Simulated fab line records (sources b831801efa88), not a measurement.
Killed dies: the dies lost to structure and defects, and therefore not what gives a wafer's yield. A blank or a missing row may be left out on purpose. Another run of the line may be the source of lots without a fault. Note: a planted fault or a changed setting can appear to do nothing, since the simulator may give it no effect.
fab line records -- flow sky130 -- part 1 of 2: steps 1 to 26 of 35
record: lots: 5, wafers: 15, lastDay: 50
route steps=708 shown VIA3@589 METAL4@598 CAP2M@603
lots with no fault: from the same line, run without faults
startH: start of the lot's first displayed wafer, in hours after the record's first day -- waitH: hours elapsed since this lot's preceding step -- " identical to the entry in the row above -- L1.1+2: several wafers, shown together as one row -- - no value, or no start given -- * or withheld: withheld -- < > ~ a bound
route shown NAME@n: a module of which the file shows steps, and the number in the route of the first -- usual: average and standard deviation across the fault-free wafers -- same: alike in all rows -- chamber/n: place in a boat -- sites: per-site readings -- _std_site: how widely they spread, as a standard deviation -- _edge_site: the outer-site mean with the inner-site mean subtracted -- radiusMm: for every site, how far away it sits from the centre of the wafer -- mask NAME#n: copy n -- behind: the last tool/chamber to shape the wafer -- hold: reason for holding the lot/hours on hold/outcome of the hold -- device: the n, p or np transistor that did not switch -- end of line: the tests these same wafers got at the end of their route -- a step without rows: its recipe alone -- killed: the dies lost at the first sort to structure and to defects; this is not the yield of the wafer -- map: shows each die of a wafer: x if killed, . if not, _ if none is there
set.NAME: the setting that was run; set.NAME@STEP: the one run at that earlier step -- model.NAME: the simulator's own value behind a step, which no gauge read
lots seen at some steps along the route; tables by step, rows by wafer
services: from which hour (startH, from the record's first day; less than 0 if before it) a tool's chamber was out of use, for how many hours, and why
== steps ==
step: SKY_VIA3_STRIP_16
recipe: chemistry: O2/N2, powerW: 1400, pressureMtorr: 1500, platenTempC: withheld, o2FlowSccm: 3000, n2FlowSccm: 300, overashFraction: 0.5
usual: chamberPressureMTorr: 1499.9/1.4, drypumpMotorCurrentA: 5.5/0.32, oesProductAu: 0.401/0.0045, stripTimeToEndpointS: 4.117/0.028
lot.wafer,tool,chamber,startH,waitH,chamberPressureMTorr,drypumpMotorCurrentA,oesProductAu,rfHoursCounterH,stripTimeToEndpointS
L076.2,plasmaAsher-03,1,938.66,0.0,1500.9,5.2,0.391,19,4.115
L076.3,plasmaAsher-03,0,938.66,0.0,1502.1,5.7,0.401,-,4.114
L076.4,plasmaAsher-03,1,938.66,0.0,1499.1,5.2,0.396,-,4.152
L079.1,plasmaAsher-03,0,954.91,0.0,1501.2,5.7,0.397,20,4.132
L079.3,plasmaAsher-03,0,954.91,0.0,1501.7,5.6,0.406,-,4.141
L079.5,plasmaAsher-03,0,954.91,0.0,1500.4,5.6,0.406,-,4.116
L083.4,plasmaAsher-04,1,1000.75,0.1,1499.5,6.1,0.399,-,4.131
L083.5,plasmaAsher-04,0,1000.75,0.1,1501.5,5.8,0.408,-,4.085
L083.6,plasmaAsher-04,1,1000.75,0.1,1500.9,6.1,0.403,-,4.086
L085.3,plasmaAsher-04,1,1009.17,0.1,1500.3,6.1,0.407,-,4.096
L085.5,plasmaAsher-04,1,1009.17,0.1,1499.0,6.1,0.395,-,4.106
L085.6,plasmaAsher-04,0,1009.17,0.1,1500.0,5.8,0.400,-,4.085
L091.2,plasmaAsher-03,0,1074.91,0.0,1500.2,5.7,0.398,33,4.124
L091.5,plasmaAsher-03,1,1074.91,0.0,1498.4,5.2,0.410,-,4.133
L091.6,plasmaAsher-03,0,1074.91,0.0,1501.4,5.7,0.405,-,4.147
step: SKY_VIA3_STRIP_17
recipe: chemistry: postEtchResidueRemover, timeS: 1200, tempC: 72.5
lot.wafer,tool,chamber,startH,waitH
L076.2+3+4,wetBench-03,0,938.76,0.1
L079.1+3+5,wetBench-03,0,955.01,0.1
L083.4+5+6,wetBench-02,1,1000.81,0.0
L085.3+5+6,wetBench-02,3,1009.24,0.0
L091.2+5+6,wetBench-03,2,1075.01,0.1
step: SKY_VIA3_CLEAN_18
recipe: chemistry: IPA, timeS: 180, tempC: 25
lot.wafer,tool,chamber,startH,waitH
L076.2+3+4,wetBench-02,2,939.17,0.0
L079.1+3+5,wetBench-02,1,955.70,0.0
L083.4+5+6,wetBench-03,1,1001.15,0.0
L085.3+5+6,wetBench-03,3,1009.58,0.0
L091.2+5+6,wetBench-03,2,1075.42,0.0
step: SKY_VIA3_CLEAN_19
recipe: chemistry: O3/DIW, dry: n2Spin
lot.wafer,tool,chamber,startH,waitH
L076.2+3+4,wetBench-03,3,939.30,0.0
L079.1+3+5,wetBench-04,1,955.76,0.0
L083.4+5+6,wetBench-04,1,1001.21,0.0
L085.3+5+6,wetBench-03,2,1009.64,0.0
L091.2+5+6,wetBench-03,1,1075.48,0.0
step: SKY_VIA3_SPUTTER_20
recipe: material: TiN, targetThkNm: 20, chamberPressurePa: 5, powerW: 4000, timeS: 80
usual: throttleValvePct: 29.9/1.2
lot.wafer,tool,chamber,startH,waitH,throttleValvePct
L076.2,pvdSputter-02,-,939.41,0.0,31.7
L076.3,pvdSputter-02,-,939.41,0.0,30.1
L076.4,pvdSputter-02,-,939.41,0.0,30.5
L079.1,pvdSputter-04,-,955.85,0.0,31.0
L079.3,pvdSputter-04,-,955.85,0.0,27.6
L079.5,pvdSputter-04,-,955.85,0.0,30.8
L083.4,pvdSputter-01,-,1001.30,0.0,29.6
L083.5,pvdSputter-01,-,1001.30,0.0,29.9
L083.6,pvdSputter-01,-,1001.30,0.0,30.1
L085.3,pvdSputter-04,-,1009.73,0.0,28.0
L085.5,pvdSputter-04,-,1009.73,0.0,29.2
L085.6,pvdSputter-04,-,1009.73,0.0,31.0
L091.2,pvdSputter-02,-,1075.59,0.0,30.3
L091.5,pvdSputter-02,-,1075.59,0.0,30.8
L091.6,pvdSputter-02,-,1075.59,0.0,29.4
step: SKY_VIA3_CVD_21
recipe: material: W, targetThkNm: 390, timeS: 117.31, tempC: 400, pressureTorr: 40
usual: heaterPowerW: 814/98
lot.wafer,tool,chamber,startH,waitH,heaterPowerW
L076.2,cvdW-01,0,939.47,0.0,934
L076.3,cvdW-01,0,939.47,0.0,959
L076.4,cvdW-01,1,939.47,0.0,704
L079.1,cvdW-02,1,955.91,0.0,774
L079.3,cvdW-02,1,955.91,0.0,748
L079.5,cvdW-02,0,955.91,0.0,799
L083.4,cvdW-02,1,1001.41,0.1,750
L083.5,cvdW-02,0,1001.41,0.1,783
L083.6,cvdW-02,1,1001.41,0.1,769
L085.3,cvdW-01,1,1009.83,0.1,720
L085.5,cvdW-01,0,1009.83,0.1,981
L085.6,cvdW-01,1,1009.83,0.1,730
L091.2,cvdW-01,1,1075.65,0.0,712
L091.5,cvdW-01,1,1075.65,0.0,730
L091.6,cvdW-01,0,1075.65,0.0,947
step: SKY_VIA3_RS_MEAS_22
recipe: thkMeasGauge: four-point-probe, reads: W_of_VIA3_CVD_21+TiN_of_VIA3_SPUTTER_20
usual: VIA3_W_RS: 0.2918/0.003
lot.wafer,tool,chamber,startH,waitH,VIA3_W_RS[ohm/sq]
L076.2,filmMetro-02,-,939.61,0.1,0.2975
L076.3,filmMetro-02,-,939.61,0.1,0.2939
L076.4,filmMetro-02,-,939.61,0.1,0.2884
L079.1,filmMetro-03,-,956.04,0.1,0.2917
L079.3,filmMetro-03,-,956.04,0.1,0.2932
L079.5,filmMetro-03,-,956.04,0.1,0.2882
L083.4,filmMetro-03,-,1001.55,0.1,0.2914
L083.5,filmMetro-03,-,1001.55,0.1,0.2840
L083.6,filmMetro-03,-,1001.55,0.1,0.2914
L085.3,filmMetro-02,-,1009.95,0.1,0.2913
L085.5,filmMetro-02,-,1009.95,0.1,0.2929
L085.6,filmMetro-02,-,1009.95,0.1,0.2908
L091.2,filmMetro-01,-,1075.80,0.1,0.2939
L091.5,filmMetro-01,-,1075.80,0.1,0.2957
L091.6,filmMetro-01,-,1075.80,0.1,0.2980
step: SKY_VIA3_THK_MEAS_23
recipe: thkMeasGauge: xrf, reads: W_of_VIA3_CVD_21
usual: VIA3_W_THK: 393/5.8
lot.wafer,tool,chamber,startH,waitH,VIA3_W_THK[nm]
L076.2,filmMetro-02,-,939.72,0.1,383
L076.3,filmMetro-02,-,939.72,0.1,388
L076.4,filmMetro-02,-,939.72,0.1,394
L079.1,filmMetro-03,-,956.16,0.1,396
L079.3,filmMetro-03,-,956.16,0.1,389
L079.5,filmMetro-03,-,956.16,0.1,396
L083.4,filmMetro-03,-,1001.64,0.1,394
L083.5,filmMetro-03,-,1001.64,0.1,408
L083.6,filmMetro-03,-,1001.64,0.1,396
L085.3,filmMetro-02,-,1010.05,0.1,396
L085.5,filmMetro-02,-,1010.05,0.1,396
L085.6,filmMetro-02,-,1010.05,0.1,399
L091.2,filmMetro-01,-,1075.91,0.1,382
L091.5,filmMetro-01,-,1075.91,0.1,379
L091.6,filmMetro-01,-,1075.91,0.1,379
step: SKY_VIA3_CMP_24
recipe: stopOn: SiO2, tOverpolishS: 20, downForcePsi: 3.5, platenRpm: 60, targetThkNm: 0, padVelocityMS: 0.94248
usual: motorCurrentA: 11.1/0.99, overpolishRunS: 20.000/0.0084, slurryFilterDpKPa: 13.51/0.14, timeToEndpointS: 94/5.7
lot.wafer,tool,chamber,startH,waitH,motorCurrentA,overpolishRunS,slurryFilterDpKPa,timeToEndpointS
L076.3,cmp-01,1,939.82,0.1,10.7,19.994,13.58,90
L076.2,cmp-01,2,939.82,0.1,11.3,19.997,13.36,90
L076.4,cmp-01,3,939.82,0.1,12.6,19.994,13.59,103
L079.3,cmp-02,3,956.22,0.0,9.5,20.015,13.55,93
L079.1,cmp-02,0,956.22,0.0,11.5,19.992,13.70,100
L079.5,cmp-02,3,956.22,0.0,9.1,19.982,13.81,91
L083.4,cmp-02,2,1001.72,0.1,10.3,20.006,13.57,84
L083.5,cmp-02,1,1001.72,0.1,10.3,19.990,13.36,96
L083.6,cmp-02,2,1001.72,0.1,10.3,19.996,13.45,85
L085.3,cmp-01,1,1010.09,0.0,10.2,20.014,13.52,89
L085.6,cmp-01,1,1010.09,0.0,10.9,20.004,13.48,91
L085.5,cmp-01,2,1010.09,0.0,11.6,19.993,13.92,92
L091.2,cmp-01,1,1076.01,0.1,10.4,19.990,13.40,90
L091.5,cmp-01,0,1076.01,0.1,12.7,20.004,13.62,102
L091.6,cmp-01,1,1076.01,0.1,11.0,20.023,13.42,89
step: SKY_METAL4_SPUTTER_00
recipe: material: Ti, targetThkNm: 15, powerW: 3000, timeS: 10, chamberPressurePa: 0.4
usual: throttleValvePct: 30.0/1.1
lot.wafer,tool,chamber,startH,waitH,throttleValvePct
L076.2,pvdSputter-03,-,940.07,0.1,29.5
L076.3,pvdSputter-03,-,940.07,0.1,31.7
L076.4,pvdSputter-03,-,940.07,0.1,31.4
L079.1,pvdSputter-02,-,956.52,0.2,30.2
L079.3,pvdSputter-02,-,956.52,0.2,30.6
L079.5,pvdSputter-02,-,956.52,0.2,29.5
L083.4,pvdSputter-01,-,1001.99,0.2,30.0
L083.5,pvdSputter-01,-,1001.99,0.2,29.9
L083.6,pvdSputter-01,-,1001.99,0.2,30.5
L085.3,pvdSputter-03,-,1010.39,0.2,29.4
L085.5,pvdSputter-03,-,1010.39,0.2,29.6
L085.6,pvdSputter-03,-,1010.39,0.2,29.4
L091.2,pvdSputter-01,-,1076.26,0.2,28.7
L091.5,pvdSputter-01,-,1076.26,0.2,28.4
L091.6,pvdSputter-01,-,1076.26,0.2,29.7
step: SKY_METAL4_SPUTTER_01
recipe: material: TiN, targetThkNm: 20, powerW: 6500, timeS: 16.7, chamberPressurePa: 0.4
usual: throttleValvePct: 30.0/1.1
lot.wafer,tool,chamber,startH,waitH,throttleValvePct
L076.2,pvdSputter-03,-,940.09,0.0,29.9
L076.3,pvdSputter-03,-,940.09,0.0,31.5
L076.4,pvdSputter-03,-,940.09,0.0,31.0
L079.1,pvdSputter-02,-,956.54,0.0,30.5
L079.3,pvdSputter-02,-,956.54,0.0,30.2
L079.5,pvdSputter-02,-,956.54,0.0,29.4
L083.4,pvdSputter-01,-,1002.01,0.0,29.7
L083.5,pvdSputter-01,-,1002.01,0.0,30.1
L083.6,pvdSputter-01,-,1002.01,0.0,30.4
L085.3,pvdSputter-03,-,1010.41,0.0,29.3
L085.5,pvdSputter-03,-,1010.41,0.0,29.9
L085.6,pvdSputter-03,-,1010.41,0.0,29.2
L091.2,pvdSputter-01,-,1076.28,0.0,28.3
L091.5,pvdSputter-01,-,1076.28,0.0,28.7
L091.6,pvdSputter-01,-,1076.28,0.0,30.1
step: SKY_METAL4_SPUTTER_02
recipe: material: AlCu, targetThkNm: 735, powerW: 10600, timeS: 39.1, chamberPressurePa: 0.4
usual: throttleValvePct: 30.0/1.1
lot.wafer,tool,chamber,startH,waitH,throttleValvePct
L076.2,pvdSputter-03,-,940.12,0.0,29.8
L076.3,pvdSputter-03,-,940.12,0.0,31.4
L076.4,pvdSputter-03,-,940.12,0.0,31.7
L079.1,pvdSputter-02,-,956.56,0.0,30.6
L079.3,pvdSputter-02,-,956.56,0.0,30.0
L079.5,pvdSputter-02,-,956.56,0.0,29.4
L083.4,pvdSputter-01,-,1002.04,0.0,29.7
L083.5,pvdSputter-01,-,1002.04,0.0,29.7
L083.6,pvdSputter-01,-,1002.04,0.0,30.5
L085.3,pvdSputter-03,-,1010.44,0.0,29.4
L085.5,pvdSputter-03,-,1010.44,0.0,29.8
L085.6,pvdSputter-03,-,1010.44,0.0,29.3
L091.2,pvdSputter-01,-,1076.31,0.0,28.9
L091.5,pvdSputter-01,-,1076.31,0.0,29.0
L091.6,pvdSputter-01,-,1076.31,0.0,30.1
step: SKY_METAL4_SPUTTER_03
recipe: material: Ti, targetThkNm: 5, powerW: 3000, timeS: 3.3, chamberPressurePa: 0.4
usual: throttleValvePct: 30.0/1.1
lot.wafer,tool,chamber,startH,waitH,throttleValvePct
L076.2,pvdSputter-03,-,940.16,0.0,29.8
L076.3,pvdSputter-03,-,940.16,0.0,31.6
L076.4,pvdSputter-03,-,940.16,0.0,31.3
L079.1,pvdSputter-02,-,956.60,0.0,30.5
L079.3,pvdSputter-02,-,956.60,0.0,30.2
L079.5,pvdSputter-02,-,956.60,0.0,29.6
L083.4,pvdSputter-01,-,1002.08,0.0,30.2
L083.5,pvdSputter-01,-,1002.08,0.0,29.7
L083.6,pvdSputter-01,-,1002.08,0.0,30.6
L085.3,pvdSputter-03,-,1010.48,0.0,29.4
L085.5,pvdSputter-03,-,1010.48,0.0,29.7
L085.6,pvdSputter-03,-,1010.48,0.0,29.3
L091.2,pvdSputter-01,-,1076.34,0.0,28.3
L091.5,pvdSputter-01,-,1076.34,0.0,28.7
L091.6,pvdSputter-01,-,1076.34,0.0,30.4
step: SKY_METAL4_SPUTTER_04
recipe: material: TiN, targetThkNm: 70, powerW: 6500, timeS: 58.3, chamberPressurePa: 0.4
usual: throttleValvePct: 30.0/1.1
lot.wafer,tool,chamber,startH,waitH,throttleValvePct
L076.2,pvdSputter-03,-,940.17,0.0,29.9
L076.3,pvdSputter-03,-,940.17,0.0,31.1
L076.4,pvdSputter-03,-,940.17,0.0,31.3
L079.1,pvdSputter-02,-,956.62,0.0,30.7
L079.3,pvdSputter-02,-,956.62,0.0,30.6
L079.5,pvdSputter-02,-,956.62,0.0,29.7
L083.4,pvdSputter-01,-,1002.10,0.0,30.0
L083.5,pvdSputter-01,-,1002.10,0.0,29.8
L083.6,pvdSputter-01,-,1002.10,0.0,30.5
L085.3,pvdSputter-03,-,1010.50,0.0,29.1
L085.5,pvdSputter-03,-,1010.50,0.0,29.5
L085.6,pvdSputter-03,-,1010.50,0.0,29.6
L091.2,pvdSputter-01,-,1076.36,0.0,28.8
L091.5,pvdSputter-01,-,1076.36,0.0,28.7
L091.6,pvdSputter-01,-,1076.36,0.0,30.1
step: SKY_CAP2M_CVD_00
recipe: material: SiO2, targetThkNm: 15.5, tempC: 400, timeS: withheld, rfW: 450
usual: heaterPowerW: 668/64
lot.wafer,tool,chamber,startH,waitH,heaterPowerW
L076.2,pecvd-04,2,940.22,0.0,676
L076.3,pecvd-04,0,940.22,0.0,706
L076.4,pecvd-04,0,940.22,0.0,696
L079.1,pecvd-02,2,956.67,0.0,665
L079.3,pecvd-02,0,956.67,0.0,674
L079.5,pecvd-02,1,956.67,0.0,619
L083.4,pecvd-01,1,1002.16,0.0,535
L083.5,pecvd-01,0,1002.16,0.0,620
L083.6,pecvd-01,1,1002.16,0.0,542
L085.3,pecvd-02,1,1010.55,0.0,664
L085.5,pecvd-02,2,1010.55,0.0,631
L085.6,pecvd-02,1,1010.55,0.0,658
L091.2,pecvd-02,0,1076.41,0.0,665
L091.5,pecvd-02,0,1076.41,0.0,670
L091.6,pecvd-02,1,1076.41,0.0,630
step: SKY_CAP2M_THK_MEAS_01
recipe: reads: SiO2_of_CAP2M_CVD_00
usual: CAP2M_CVD_00_THK: 15.5/0.3
lot.wafer,tool,chamber,startH,waitH,CAP2M_CVD_00_THK[nm]
L076.2,filmMetro-02,-,940.26,-,15.6
L076.3,filmMetro-02,-,940.26,-,15.7
L076.4,filmMetro-02,-,940.26,-,15.8
L079.1,filmMetro-04,-,956.69,-,15.6
L079.3,filmMetro-04,-,956.69,-,15.7
L079.5,filmMetro-04,-,956.69,-,15.5
L083.4,filmMetro-02,-,1002.21,-,15.9
L083.5,filmMetro-02,-,1002.21,-,15.7
L083.6,filmMetro-02,-,1002.21,-,15.8
L085.3,filmMetro-01,-,1010.59,-,15.3
L085.5,filmMetro-01,-,1010.59,-,15.8
L085.6,filmMetro-01,-,1010.59,-,15.5
L091.2,filmMetro-04,-,1076.44,-,15.5
L091.5,filmMetro-04,-,1076.44,-,15.8
L091.6,filmMetro-04,-,1076.44,-,15.6
step: SKY_CAP2M_SPUTTER_02
recipe: material: TiN, targetThkNm: 200, tempC: 300, powerW: 6255, timeS: 166.7, chamberPressurePa: 0.4
usual: throttleValvePct: 29.7/1.2
lot.wafer,tool,chamber,startH,waitH,throttleValvePct
L076.2,pvdSputter-04,-,940.31,0.0,27.8
L076.3,pvdSputter-04,-,940.31,0.0,28.9
L076.4,pvdSputter-04,-,940.31,0.0,31.1
L079.1,pvdSputter-03,-,956.75,0.1,28.0
L079.3,pvdSputter-03,-,956.75,0.1,29.2
L079.5,pvdSputter-03,-,956.75,0.1,28.1
L083.4,pvdSputter-03,-,1002.24,0.0,29.7
L083.5,pvdSputter-03,-,1002.24,0.0,31.2
L083.6,pvdSputter-03,-,1002.24,0.0,28.2
L085.3,pvdSputter-02,-,1010.63,0.0,30.6
L085.5,pvdSputter-02,-,1010.63,0.0,29.4
L085.6,pvdSputter-02,-,1010.63,0.0,30.7
L091.2,pvdSputter-03,-,1076.49,0.0,29.4
L091.5,pvdSputter-03,-,1076.49,0.0,29.9
L091.6,pvdSputter-03,-,1076.49,0.0,27.8
step: SKY_CAP2M_RS_MEAS_03
recipe: thkMeasGauge: four-point-probe, reads: TiN_of_CAP2M_SPUTTER_02
usual: CAP2M_TIN_RS: 7.21/0.084
lot.wafer,tool,chamber,startH,waitH,CAP2M_TIN_RS[ohm/sq]
L076.2,filmMetro-04,-,940.43,0.1,7.17
L076.3,filmMetro-04,-,940.43,0.1,7.18
L076.4,filmMetro-04,-,940.43,0.1,7.16
L079.1,filmMetro-01,-,956.86,0.1,7.16
L079.3,filmMetro-01,-,956.86,0.1,7.14
L079.5,filmMetro-01,-,956.86,0.1,7.21
L083.4,filmMetro-01,-,1002.41,0.1,7.20
L083.5,filmMetro-01,-,1002.41,0.1,7.31
L083.6,filmMetro-01,-,1002.41,0.1,7.21
L085.3,filmMetro-04,-,1010.78,0.1,7.35
L085.5,filmMetro-04,-,1010.78,0.1,7.35
L085.6,filmMetro-04,-,1010.78,0.1,7.26
L091.2,filmMetro-02,-,1076.62,0.1,7.20
L091.5,filmMetro-02,-,1076.62,0.1,7.20
L091.6,filmMetro-02,-,1076.62,0.1,7.27
step: SKY_CAP2M_THK_MEAS_04
recipe: thkMeasGauge: xrf, reads: TiN_of_CAP2M_SPUTTER_02
usual: CAP2M_TIN_THK: 191.9/2.2
lot.wafer,tool,chamber,startH,waitH,CAP2M_TIN_THK[nm]
L076.2,filmMetro-04,-,940.54,0.1,191.6
L076.3,filmMetro-04,-,940.54,0.1,191.9
L076.4,filmMetro-04,-,940.54,0.1,192.9
L079.1,filmMetro-01,-,956.98,0.1,191.7
L079.3,filmMetro-01,-,956.98,0.1,193.3
L079.5,filmMetro-01,-,956.98,0.1,191.9
L083.4,filmMetro-01,-,1002.50,0.1,191.4
L083.5,filmMetro-01,-,1002.50,0.1,187.7
L083.6,filmMetro-01,-,1002.50,0.1,191.0
L085.3,filmMetro-04,-,1010.88,0.1,188.1
L085.5,filmMetro-04,-,1010.88,0.1,187.6
L085.6,filmMetro-04,-,1010.88,0.1,189.8
L091.2,filmMetro-02,-,1076.73,0.1,191.9
L091.5,filmMetro-02,-,1076.73,0.1,192.7
L091.6,filmMetro-02,-,1076.73,0.1,191.4
step: SKY_CAP2M_DEHYDRATE_05
recipe: tempC: 200, timeS: 60
usual: exhaustPa: 45.2/0.98, heaterPowerTotalW: 160.37/0.14
lot.wafer,tool,chamber,startH,waitH,exhaustPa,heaterPowerTotalW
L076.2,lithoTrack-03,0,952.03,11.5,46.0,160.35
L076.3,lithoTrack-03,0,952.03,11.5,45.8,160.32
L076.4,lithoTrack-03,0,952.03,11.5,45.1,160.44
L079.1,lithoTrack-04,0,968.25,11.3,45.6,160.55
L079.3,lithoTrack-04,0,968.25,11.3,45.7,160.25
L079.5,lithoTrack-04,0,968.25,11.3,46.2,160.45
L083.4,lithoTrack-04,0,1013.23,10.7,46.5,160.62
L083.5,lithoTrack-04,0,1013.23,10.7,45.2,160.40
L083.6,lithoTrack-04,0,1013.23,10.7,43.9,160.14
L085.3,lithoTrack-03,0,1020.35,9.5,43.1,160.33
L085.5,lithoTrack-03,0,1020.35,9.5,45.7,160.40
L085.6,lithoTrack-03,0,1020.35,9.5,44.0,160.50
L091.2,lithoTrack-04,0,1086.03,9.3,45.9,160.23
L091.5,lithoTrack-04,0,1086.03,9.3,45.1,160.32
L091.6,lithoTrack-04,0,1086.03,9.3,45.1,160.24
step: SKY_CAP2M_HMDS_06
recipe: primeTimeS: 60, primeTempC: 120
usual: exhaustPa: 45.1/0.84
lot.wafer,tool,chamber,startH,waitH,exhaustPa
L076.2,lithoTrack-03,0,952.18,0.1,43.4
L076.3,lithoTrack-03,0,952.18,0.1,45.6
L076.4,lithoTrack-03,0,952.18,0.1,45.1
L079.1,lithoTrack-04,0,968.40,0.1,45.3
L079.3,lithoTrack-04,0,968.40,0.1,44.4
L079.5,lithoTrack-04,0,968.40,0.1,44.6
L083.4,lithoTrack-04,0,1013.38,0.1,46.6
L083.5,lithoTrack-04,0,1013.38,0.1,46.1
L083.6,lithoTrack-04,0,1013.38,0.1,46.0
L085.3,lithoTrack-03,0,1020.50,0.1,44.3
L085.5,lithoTrack-03,0,1020.50,0.1,44.5
L085.6,lithoTrack-03,0,1020.50,0.1,44.6
L091.2,lithoTrack-04,0,1086.18,0.1,44.6
L091.5,lithoTrack-04,0,1086.18,0.1,44.5
L091.6,lithoTrack-04,0,1086.18,0.1,44.2
step: SKY_CAP2M_COAT_07
recipe: resist: NOVOLAK, spinRpm: 3000, resistThkNm: 1140
usual: exhaustPa: 45.0/0.89
lot.wafer,tool,chamber,startH,waitH,exhaustPa
L076.2,lithoTrack-03,0,952.33,0.1,44.5
L076.3,lithoTrack-03,0,952.33,0.1,44.5
L076.4,lithoTrack-03,0,952.33,0.1,44.5
L079.1,lithoTrack-04,0,968.55,0.1,45.4
L079.3,lithoTrack-04,0,968.55,0.1,46.6
L079.5,lithoTrack-04,0,968.55,0.1,45.6
L083.4,lithoTrack-04,0,1013.53,0.1,45.0
L083.5,lithoTrack-04,0,1013.53,0.1,45.7
L083.6,lithoTrack-04,0,1013.53,0.1,45.8
L085.3,lithoTrack-03,0,1020.65,0.1,43.3
L085.5,lithoTrack-03,0,1020.65,0.1,44.7
L085.6,lithoTrack-03,0,1020.65,0.1,45.1
L091.2,lithoTrack-04,0,1086.33,0.1,45.0
L091.5,lithoTrack-04,0,1086.33,0.1,45.3
L091.6,lithoTrack-04,0,1086.33,0.1,46.5
step: SKY_CAP2M_SOFTBAKE_08
recipe: tempC: 90, timeS: 60, resist: NOVOLAK
usual: exhaustPa: 45.0/0.83, heaterPowerTotalW: 56.59/0.046
lot.wafer,tool,chamber,startH,waitH,exhaustPa,heaterPowerTotalW
L076.2,lithoTrack-03,0,952.48,0.1,45.1,56.58
L076.3,lithoTrack-03,0,952.48,0.1,46.1,56.54
L076.4,lithoTrack-03,0,952.48,0.1,44.7,56.50
L079.1,lithoTrack-04,0,968.70,0.1,45.3,56.64
L079.3,lithoTrack-04,0,968.70,0.1,45.5,56.55
L079.5,lithoTrack-04,0,968.70,0.1,44.2,56.64
L083.4,lithoTrack-04,0,1013.68,0.1,45.6,56.50
L083.5,lithoTrack-04,0,1013.68,0.1,45.6,56.49
L083.6,lithoTrack-04,0,1013.68,0.1,45.3,56.58
L085.3,lithoTrack-03,0,1020.80,0.1,46.6,56.63
L085.5,lithoTrack-03,0,1020.80,0.1,45.6,56.63
L085.6,lithoTrack-03,0,1020.80,0.1,46.6,56.58
L091.2,lithoTrack-04,0,1086.48,0.1,44.5,56.58
L091.5,lithoTrack-04,0,1086.48,0.1,43.8,56.64
L091.6,lithoTrack-04,0,1086.48,0.1,43.9,56.63
step: SKY_CAP2M_EXPOSE_09
recipe: maskId: CAP2M, na: 0.6, sourceShape: conventional, sigmaOuter: 0.6, polarization: unpolarized, targetCdNm: 1000, doseMj: 159
lot.wafer,tool,chamber,startH,waitH,mask
L076.2+3+4,ilineStepper-01,0,-,-,CAP2M#0
L079.1+3+5,ilineStepper-01,0,-,-,CAP2M#0
L083.4+5+6,ilineStepper-01,0,-,-,CAP2M#0
L085.3+5+6,ilineStepper-01,0,-,-,CAP2M#0
L091.2+5+6,ilineStepper-02,0,-,-,CAP2M#0
step: SKY_CAP2M_PEB_10
recipe: tempC: withheld, timeS: *, resist: NOVOLAK
usual: exhaustPa: 45.1/0.85
lot.wafer,tool,chamber,startH,waitH,exhaustPa
L076.2,lithoTrack-02,0,-,-,44.4
L076.3,lithoTrack-02,0,-,-,46.2
L076.4,lithoTrack-02,0,-,-,46.1
L079.1,lithoTrack-04,0,-,-,45.6
L079.3,lithoTrack-04,0,-,-,45.0
L079.5,lithoTrack-04,0,-,-,46.7
L083.4,lithoTrack-02,0,-,-,45.8
L083.5,lithoTrack-02,0,-,-,45.4
L083.6,lithoTrack-02,0,-,-,44.2
L085.3,lithoTrack-03,0,-,-,45.6
L085.5,lithoTrack-03,0,-,-,45.5
L085.6,lithoTrack-03,0,-,-,45.5
L091.2,lithoTrack-03,0,-,-,44.4
L091.5,lithoTrack-03,0,-,-,44.7
L091.6,lithoTrack-03,0,-,-,44.8
step: SKY_CAP2M_DEVELOP_11
recipe: resist: NOVOLAK, developer: TMAH, developTimeS: 60, devTempC: 23
usual: exhaustPa: 45.0/0.92
lot.wafer,tool,chamber,startH,waitH,exhaustPa
L076.2,lithoTrack-02,0,963.85,0.1,44.8
L076.3,lithoTrack-02,0,963.85,0.1,45.4
L076.4,lithoTrack-02,0,963.85,0.1,46.0
L079.1,lithoTrack-04,0,981.05,0.1,45.3
L079.3,lithoTrack-04,0,981.05,0.1,44.6
L079.5,lithoTrack-04,0,981.05,0.1,45.2
L083.4,lithoTrack-02,0,1024.35,0.1,45.4
L083.5,lithoTrack-02,0,1024.35,0.1,46.8
L083.6,lithoTrack-02,0,1024.35,0.1,44.3
L085.3,lithoTrack-03,0,1031.60,0.1,44.5
L085.5,lithoTrack-03,0,1031.60,0.1,44.4
L085.6,lithoTrack-03,0,1031.60,0.1,44.6
L091.2,lithoTrack-03,0,1096.43,0.1,45.8
L091.5,lithoTrack-03,0,1096.43,0.1,45.7
L091.6,lithoTrack-03,0,1096.43,0.1,43.7
